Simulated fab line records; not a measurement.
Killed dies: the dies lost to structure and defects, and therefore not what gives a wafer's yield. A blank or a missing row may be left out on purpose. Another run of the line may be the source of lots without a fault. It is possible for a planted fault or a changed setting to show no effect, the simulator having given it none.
fab line records    flow sky130
record lots=6  wafers=18  last-day=50
route steps=708 shown PWDE@53 NWELL@56 PAD_OPEN@708
lots that met no fault: taken from a fault-free run of the same line
start-h: start of the lot's first displayed wafer, in hours after the record's first day    wait-h: hours elapsed since this lot's preceding step    " as in the row above    L1.1+2: a single row standing in for several wafers    - either no value or no given start    * or withheld: withheld    < > ~ a bound
route shown NAME@n: a module of which the file shows steps, and the number in the route of the first    usual: mean and standard deviation over wafers with no fault    same: alike in all rows    chamber/n: place in a boat    sites: per-site readings    _std_site: how widely they spread, as a standard deviation    _edge_site: outer sites' mean less inner sites'    radius-mm: how far each site lies from the wafer's centre    mask NAME#n: copy n    behind: tool/chamber where the wafer was last shaped    hold: what put the lot on hold/how long, in hours/how the hold closed    device: transistor that didn't switch, given as n, p or np    end of line: the same wafers' tests at the end of the route    where a step has no rows: the recipe by itself    killed: dies that structure and defects cost at the first sort, which is not the same as the wafer's yield    map: dies across one wafer; x = killed, . = not, _ = none there
set.NAME: setting as actually run; set.NAME@STEP: the setting as run at that earlier step    model.NAME: the simulator's own value behind a step, which no gauge read
lots at selected steps of the route; one table per step, one row per wafer
services: when a tool's chamber went out of use (start-h, in hours from the record's first day, below 0 if earlier), for how many hours, and the reason
## steps
# step SKY_PWDE_IMPLANT_08
# recipe species=B  energy-kev=150  dose-cm2=3.6e+12  tilt-deg=withheld
# step SKY_PWDE_STRIP_09
# recipe chemistry=O2/N2  power-w=1400  pressure-mtorr=1500  platen-temp-c=withheld  o2-flow-sccm=3000  n2-flow-sccm=300  overash-fraction=0.5
# usual chamber-pressure-mTorr=1499.9/1.3  drypump-motor-current-A=5.6/0.42  n2-flow-sccm=300.2/0.93  oes-product-au=0.723/0.0048  strip-time-to-endpoint-s=36.99/0.12
lot.wafer  tool             chamber  start-h  wait-h  chamber-pressure-mTorr  drypump-motor-current-A  n2-flow-sccm  oes-product-au  rf-hours-counter-h  strip-time-to-endpoint-s
L567.1     plasma-asher-03  0        81.17    0.1     1502.3                  5.9                      301.0         0.725           27                  36.97
L567.3     "                1        "        "       1496.3                  5.8                      300.8         0.722           -                   37.07
L567.6     "                1        "        "       1499.1                  5.8                      300.8         0.714           -                   37.00
L569.2     plasma-asher-02  1        91.35    0.1     1502.2                  6.0                      299.3         0.720           41                  36.63
L569.4     "                0        "        "       1499.5                  6.0                      300.4         0.715           -                   36.79
L569.6     "                0        "        "       1502.0                  6.0                      299.9         0.726           -                   36.94
L576.2     plasma-asher-03  0        128.82   0.1     1496.8                  5.9                      299.8         0.723           31                  37.08
L576.3     "                0        "        "       1500.3                  5.9                      299.7         0.731           -                   37.23
L576.4     "                1        "        "       1500.7                  5.7                      299.0         0.716           -                   37.21
L580.2     plasma-asher-02  0        154.47   0.1     1502.4                  6.0                      300.8         0.723           4                   37.03
L580.4     "                1        "        "       1499.0                  6.0                      301.1         0.725           -                   36.98
L580.5     "                1        "        "       1499.6                  6.0                      299.6         0.721           -                   36.94
L583.2     plasma-asher-03  1        178.32   0.1     1501.7                  5.8                      300.6         0.719           36                  36.93
L583.3     "                1        "        "       1500.4                  5.8                      297.6         0.727           -                   36.93
L583.5     "                1        "        "       1500.2                  5.8                      299.5         0.720           -                   37.01
L586.1     plasma-asher-01  0        190.32   0.1     1499.4                  5.6                      300.1         0.720           50                  37.00
L586.2     "                1        "        "       1501.1                  4.8                      299.3         0.719           50                  36.87
L586.6     "                1        "        "       1500.2                  4.9                      297.7         0.723           -                   37.09
# step SKY_PWDE_TW_MEAS_10
# usual PWDE_TW=371/3.1
lot.wafer  tool           chamber  start-h  wait-h  PWDE_TW
L567.1     film-metro-01  -        81.27    0.1     374
L567.3     "              -        "        "       375
L567.6     "              -        "        "       377
L569.2     film-metro-01  -        91.46    0.1     377
L569.4     "              -        "        "       375
L569.6     "              -        "        "       376
L576.2     film-metro-04  -        128.93   0.1     372
L576.3     "              -        "        "       373
L576.4     "              -        "        "       372
L580.2     film-metro-03  -        154.58   0.1     371
L580.4     "              -        "        "       371
L580.5     "              -        "        "       371
L583.2     film-metro-04  -        178.43   0.1     369
L583.3     "              -        "        "       371
L583.5     "              -        "        "       371
L586.1     film-metro-01  -        190.42   0.1     373
L586.2     "              -        "        "       376
L586.6     "              -        "        "       377
# step SKY_NWELL_DEHYDRATE_03
# recipe temp-c=200  time-s=60
# step SKY_NWELL_HMDS_04
# recipe prime-time-s=61.59  prime-temp-c=120
# step SKY_NWELL_COAT_05
# recipe spin-rpm=2000  resist-thk-nm=3000
# step SKY_NWELL_SOFTBAKE_06
# recipe temp-c=110  time-s=withheld
# step SKY_NWELL_EXPOSE_07
# recipe mask-id=NWM  na=0.6  source-shape=conventional  sigma-outer=0.6  polarization=unpolarized  target-cd-nm=840  dose-mj=255
# step SKY_NWELL_PEB_08
# recipe temp-c=115  time-s=withheld
# step SKY_NWELL_DEVELOP_09
# recipe wall-angle-deg=90  developer=TMAH  develop-time-s=60  dev-temp-c=23
# step SKY_NWELL_OVL_MEAS_10
# usual NWELL_00_OVL=0.1/1.3
lot.wafer  tool        chamber  start-h  wait-h  NWELL_00_OVL[nm]
L567.1     overlay-02  -        98.59    -       1.0
L567.3     "           -        "        "       0.5
L567.6     "           -        "        "       1.2
L569.2     overlay-02  -        108.77   -       -1.6
L569.4     "           -        "        "       -1.4
L569.6     "           -        "        "       0.2
L576.2     overlay-01  -        146.59   -       -1.1
L576.3     "           -        "        "       -0.6
L576.4     "           -        "        "       -0.9
L580.2     overlay-02  -        174.27   -       -1.9
L580.4     "           -        "        "       0.1
L580.5     "           -        "        "       -1.5
L583.2     overlay-02  -        199.22   -       2.6
L583.3     "           -        "        "       0.9
L583.5     "           -        "        "       0.4
L586.1     overlay-01  -        211.97   -       0.5
L586.2     "           -        "        "       3.4
L586.6     "           -        "        "       -1.0
# step SKY_NWELL_IMPLANT_11
# recipe species=P  energy-kev=400  dose-cm2=1.9e+13  tilt-deg=withheld
# step SKY_NWELL_IMPLANT_12
# recipe species=P  energy-kev=120  dose-cm2=1.3e+12  tilt-deg=withheld
# usual beam-on-s=9.99/0.21  dose-ions-cm2=1.3002e+12/1.5e+09  faraday-current-uA=7.34/0.15
lot.wafer  tool          chamber  start-h  wait-h  beam-on-s  dose-ions-cm2  faraday-current-uA
L567.1     implanter-03  0        98.77    0.1     10.24      1.3013e+12     7.16
L567.3     "             0        "        "       9.66       1.3002e+12     7.60
L567.6     "             0        "        "       10.28      1.299e+12      7.16
L569.2     implanter-01  0        108.98   0.1     9.58       1.2991e+12     7.61
L569.4     "             0        "        "       9.81       1.2989e+12     7.47
L569.6     "             0        "        "       10.22      1.2989e+12     7.13
L576.2     implanter-03  0        146.80   0.1     9.68       1.4371e+12     8.37
L576.3     "             0        "        "       9.98       1.4363e+12     8.10
L576.4     "             0        "        "       9.98       1.4354e+12     8.11
L580.2     implanter-03  0        174.48   0.1     9.14       1.4393e+12     8.82
L580.4     "             0        "        "       10.12      1.4369e+12     8.00
L580.5     "             0        "        "       9.90       1.44e+12       8.18
L583.2     implanter-01  0        199.43   0.1     10.12      1.3008e+12     7.24
L583.3     "             0        "        "       10.23      1.3003e+12     7.16
L583.5     "             0        "        "       10.26      1.3005e+12     7.18
L586.1     implanter-02  0        212.15   0.1     10.17      1.3004e+12     7.24
L586.2     "             0        "        "       10.05      1.3008e+12     7.33
L586.6     "             0        "        "       10.14      1.2989e+12     7.26
# step SKY_NWELL_IMPLANT_13
# recipe species=P  energy-kev=50  dose-cm2=7e+11  tilt-deg=withheld
# step SKY_PAD_OPEN_PROBE_99
# usual killed_at_M0_to_M3=43/6.2  killed_at_M4_up=2.8/1.7  killed-at-contacts=24/4.8  killed-at-front-end=15/4.3  killed-at-other=0.3/0.55  killed-dies=85/8.4  killed-open=46/6.7  killed-short=38/6.2
# same gross-dies=492  killed-at-back-side=0
lot.wafer  tool       chamber  start-h  wait-h  killed_at_M0_to_M3  killed_at_M4_up  killed-at-contacts  killed-at-front-end  killed-at-other  killed-dies  killed-open  killed-short  model.etest.pfet-g5v0d10v5.off-log10-a-um  model.etest.pfet_01v8_lvt.off-log10-a-um  model.etest.pfet-g5v0d10v5.vt-sat-v  model.etest.pfet_16v.vt-v  model.etest.pfet-g5v0d10v5.vt-v  model.etest.pfet-g5v0d10v5.vt-long-v  model.etest.pfet_01v8_lvt.vt-sat-v  model.etest.pfet_01v8_lvt.vt-v
L567.1     prober-01  -        1082.59  0.1     35                  2                27                  15                   0                79           43           36            -12.79                                     -8.96                                     -0.6585                              -1.109                     -0.8662                          -0.9384                               -0.4377                             -0.5288
L567.3     prober-01  -        1082.69  0.2     50                  1                23                  15                   0                89           51           38            -11.97                                     -8.841                                    -0.5978                              -1.109                     -0.8077                          -0.9372                               -0.4426                             -0.5362
L567.6     prober-01  -        1082.84  0.2     45                  2                24                  18                   0                89           55           34            -12.35                                     -8.907                                    -0.599                               -1.105                     -0.8076                          -0.9334                               -0.4384                             -0.5318
L569.2     prober-01  -        1097.38  0.1     41                  2                28                  8                    0                79           42           36            -12.31                                     -8.611                                    -0.6109                              -1.092                     -0.8062                          -0.9218                               -0.4145                             -0.5128
L569.4     prober-01  -        1097.48  0.2     50                  2                16                  16                   2                86           51           35            -12.79                                     -8.355                                    -0.6684                              -1.105                     -0.8632                          -0.9348                               -0.4134                             -0.5111
L569.6     prober-01  -        1097.58  0.2     40                  7                35                  15                   1                98           44           54            -12.66                                     -8.627                                    -0.6418                              -1.106                     -0.838                           -0.9314                               -0.4187                             -0.5154
L576.2     prober-02  -        1141.01  0.1     38                  3                28                  12                   1                82           43           39            -12.84                                     -8.869                                    -0.6714                              -1.103                     -0.8583                          -0.9322                               -0.4469                             -0.5416
L576.3     prober-02  -        1141.06  0.2     45                  1                25                  18                   0                89           55           34            -12.97                                     -9                                        -0.6771                              -1.112                     -0.8623                          -0.9378                               -0.4479                             -0.5378
L576.4     prober-02  -        1141.11  0.2     41                  2                26                  20                   0                89           51           38            -12.91                                     -8.853                                    -0.683                               -1.108                     -0.8743                          -0.9406                               -0.4449                             -0.5396
L580.2     prober-02  -        1156.50  0.1     50                  1                28                  16                   1                96           54           42            -13.44                                     -9.629                                    -0.7398                              -1.17                      -0.9053                          -0.994                                -0.504                              -0.5869
L580.4     prober-02  -        1156.60  0.2     37                  5                18                  14                   0                74           42           30            -13.43                                     -9.475                                    -0.7392                              -1.174                     -0.9076                          -0.9938                               -0.5016                             -0.5884
L580.5     prober-02  -        1156.65  0.2     35                  2                20                  16                   0                73           43           30            -13.3                                      -9.442                                    -0.7205                              -1.168                     -0.888                           -0.9864                               -0.5044                             -0.5887
L583.2     prober-02  -        1194.42  0.1     36                  6                27                  15                   0                84           46           38            -12.31                                     -8.803                                    -0.6134                              -1.093                     -0.8114                          -0.9201                               -0.4446                             -0.5402
L583.3     prober-02  -        1194.47  0.2     37                  1                23                  11                   0                72           34           38            -12.73                                     -8.836                                    -0.6534                              -1.111                     -0.8517                          -0.9409                               -0.4506                             -0.5483
L583.5     prober-02  -        1194.57  0.2     40                  2                14                  18                   0                74           45           29            -12.4                                      -8.898                                    -0.6156                              -1.098                     -0.8141                          -0.9268                               -0.4447                             -0.5415
L586.1     prober-01  -        1195.09  0.1     45                  7                17                  14                   0                83           45           38            -12.78                                     -8.839                                    -0.6554                              -1.104                     -0.8425                          -0.9329                               -0.4478                             -0.5355
L586.2     prober-01  -        1195.14  0.1     54                  3                16                  14                   0                87           46           41            -12.75                                     -8.779                                    -0.6486                              -1.093                     -0.8383                          -0.9209                               -0.4308                             -0.521
L586.6     prober-01  -        1195.34  0.2     39                  2                26                  10                   0                77           36           41            -12.59                                     -8.888                                    -0.6371                              -1.103                     -0.8257                          -0.9308                               -0.4435                             -0.5327
# killed by level:class
L567.1 CONTACT:geometric-particle:open=9 LI_CONTACT:geometric-particle:open=6 VIA1:geometric-particle:open=6 FIELD_ISO:geometric-particle:open=5 LI_CONTACT:geometric-particle:short=5 LOCAL_INTERCONNECT:geometric-particle:short=5 METAL1:geometric-particle:short=5 VIA2:geometric-particle:short=5
L567.3 VIA1:geometric-particle:open=13 CONTACT:geometric-particle:open=12 VIA3:geometric-particle:open=9 METAL1:geometric-particle:short=7 FIELD_ISO:geometric-particle:short=5 FIELD_ISO:geometric-particle:open=5 CONTACT:geometric-particle:short=5 VIA1:geometric-particle:short=5
L567.6 VIA1:geometric-particle:open=11 LI_CONTACT:geometric-particle:open=8 CONTACT:geometric-particle:open=8 VIA3:geometric-particle:open=7 VIA2:geometric-particle:open=6 METAL2:geometric-particle:short=6 FIELD_ISO:geometric-particle:short=5 FIELD_ISO:geometric-particle:open=5
L569.2 CONTACT:geometric-particle:open=9 LOCAL_INTERCONNECT:geometric-particle:short=8 VIA3:geometric-particle:open=8 METAL2:geometric-particle:short=7 VIA1:geometric-particle:open=7 VIA2:geometric-particle:open=6 CONTACT:geometric-particle:short=5 LI_CONTACT:geometric-particle:open=4
L569.4 VIA1:geometric-particle:open=14 VIA3:geometric-particle:open=8 METAL2:geometric-particle:short=6 VIA2:geometric-particle:open=6 FIELD_ISO:geometric-particle:short=5 POLY_GATE:geometric-particle:open=4 LI_CONTACT:geometric-particle:open=4 CONTACT:geometric-particle:open=4
L569.6 LI_CONTACT:geometric-particle:open=10 METAL1:geometric-particle:short=8 VIA3:geometric-particle:open=8 CONTACT:geometric-particle:open=7 LI_CONTACT:geometric-particle:short=7 VIA1:geometric-particle:open=7 LOCAL_INTERCONNECT:geometric-particle:short=6 METAL2:geometric-particle:short=6
L576.2 CONTACT:geometric-particle:open=12 VIA1:geometric-particle:open=12 LOCAL_INTERCONNECT:geometric-particle:short=6 CONTACT:geometric-particle:short=6 FIELD_ISO:geometric-particle:short=5 METAL2:geometric-particle:short=5 VIA2:geometric-particle:open=5 METAL1:geometric-particle:short=4
L576.3 VIA1:geometric-particle:open=12 VIA3:geometric-particle:open=9 LI_CONTACT:geometric-particle:open=8 CONTACT:geometric-particle:open=8 VIA2:geometric-particle:open=6 METAL1:geometric-particle:short=5 FIELD_ISO:geometric-particle:short=4 SPACER:geometric-particle:open=4
L576.4 VIA1:geometric-particle:open=13 LI_CONTACT:geometric-particle:open=9 CONTACT:geometric-particle:open=8 POLY_GATE:geometric-particle:short=7 METAL1:geometric-particle:short=6 FIELD_ISO:geometric-particle:open=5 CONTACT:geometric-particle:short=5 VIA2:geometric-particle:open=4
L580.2 VIA1:geometric-particle:open=10 METAL2:geometric-particle:short=10 LI_CONTACT:geometric-particle:open=9 CONTACT:geometric-particle:open=8 VIA2:geometric-particle:open=6 VIA3:geometric-particle:open=6 CONTACT:geometric-particle:short=5 VIA1:geometric-particle:short=5
L580.4 VIA1:geometric-particle:open=11 CONTACT:geometric-particle:open=10 VIA3:geometric-particle:open=8 VIA1:geometric-particle:short=6 METAL2:geometric-particle:short=6 FIELD_ISO:geometric-particle:open=4 FIELD_ISO:geometric-particle:short=4 LI_CONTACT:geometric-particle:short=3
L580.5 CONTACT:geometric-particle:open=11 VIA1:geometric-particle:open=9 FIELD_ISO:geometric-particle:open=7 VIA1:geometric-particle:short=7 VIA2:geometric-particle:open=5 METAL1:geometric-particle:short=5 LI_CONTACT:geometric-particle:open=4 FIELD_ISO:geometric-particle:short=3
L583.2 CONTACT:geometric-particle:open=14 VIA1:geometric-particle:open=10 FIELD_ISO:geometric-particle:open=5 FIELD_ISO:geometric-particle:short=5 METAL3:geometric-particle:short=5 LI_CONTACT:geometric-particle:open=4 LOCAL_INTERCONNECT:geometric-particle:short=4 VIA2:geometric-particle:short=4
L583.3 METAL1:geometric-particle:short=9 CONTACT:geometric-particle:open=7 CONTACT:geometric-particle:short=6 LI_CONTACT:geometric-particle:open=5 VIA1:geometric-particle:open=5 VIA3:geometric-particle:short=5 POLY_GATE:geometric-particle:open=4 METAL2:geometric-particle:short=4
L583.5 VIA1:geometric-particle:open=8 VIA2:geometric-particle:open=8 VIA3:geometric-particle:open=7 POLY_GATE:geometric-particle:open=5 FIELD_ISO:geometric-particle:open=4 LOCAL_INTERCONNECT:geometric-particle:short=4 CONTACT:geometric-particle:open=4 METAL1:geometric-particle:short=4
L586.1 VIA1:geometric-particle:open=12 VIA2:geometric-particle:open=10 VIA1:geometric-particle:short=8 LOCAL_INTERCONNECT:geometric-particle:short=6 CONTACT:geometric-particle:open=6 METAL4:geometric-particle:short=6 VIA3:geometric-particle:open=5 POLY_GATE:geometric-particle:open=5
L586.2 VIA1:geometric-particle:open=17 METAL1:geometric-particle:short=10 LI_CONTACT:geometric-particle:open=8 POLY_GATE:geometric-particle:short=5 VIA1:geometric-particle:short=5 METAL2:geometric-particle:short=5 LI_CONTACT:geometric-particle:short=4 VIA2:geometric-particle:open=4
L586.6 LI_CONTACT:geometric-particle:open=8 VIA1:geometric-particle:open=7 CONTACT:geometric-particle:short=6 METAL1:geometric-particle:short=5 VIA1:geometric-particle:short=5 METAL3:geometric-particle:short=5 LI_CONTACT:geometric-particle:short=4 CONTACT:geometric-particle:open=4
## services
tool             chamber  start-h  hours  kind
plasma-asher-02  -        108.82   9.0    pm
plasma-asher-02  0        108.82   9.0    vent-cycle
plasma-asher-02  1        108.82   9.0    vent-cycle
plasma-asher-02  0        117.82   -      clean
plasma-asher-02  1        117.82   -      clean
implanter-02     -        182.69   2.1    repair
implanter-01     -        184.25   1.6    repair
implanter-03     -        188.34   3.6    pm
plasma-asher-01  -        199.77   3.3    repair
plasma-asher-03  -        201.46   2.2    repair
## key
first-sign step=SKY_NWELL_IMPLANT_12  reading=dose-ions-cm2  direction=up  sigmas=94  usual=*  struck=*
effect step=SKY_NWELL_IMPLANT_12  reading=faraday-current-uA  direction=up  sigmas=6.2  usual=7.34  struck=8.26
model-effect step=SKY_PAD_OPEN_PROBE_99  value=etest.pfet-g5v0d10v5.off-log10-a-um  without=-12.77  struck=-13.15
met-at SKY_NWELL_IMPLANT_12
struck-wafers L576.2,L576.3,L576.4,L580.2,L580.4,L580.5
tester-left-out L576,L580
onset-between 98.77 146.80
fault kind=process-parameter-drift  tool=implanter-03  chamber=-  onset-h=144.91  steps=SKY_NWELL_IMPLANT_12  channel=dose-cm2  offset=*  shape=step  end-h=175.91  acts-in=*  stated=*
# tester-left-out: of these lots the tester's yield and bins aren't shown, on N5 and GAA mostly nor the transistor test; their killed dies are dies lost to structure and defects alone, not to doping, threshold or leakage, so they don't give the yield
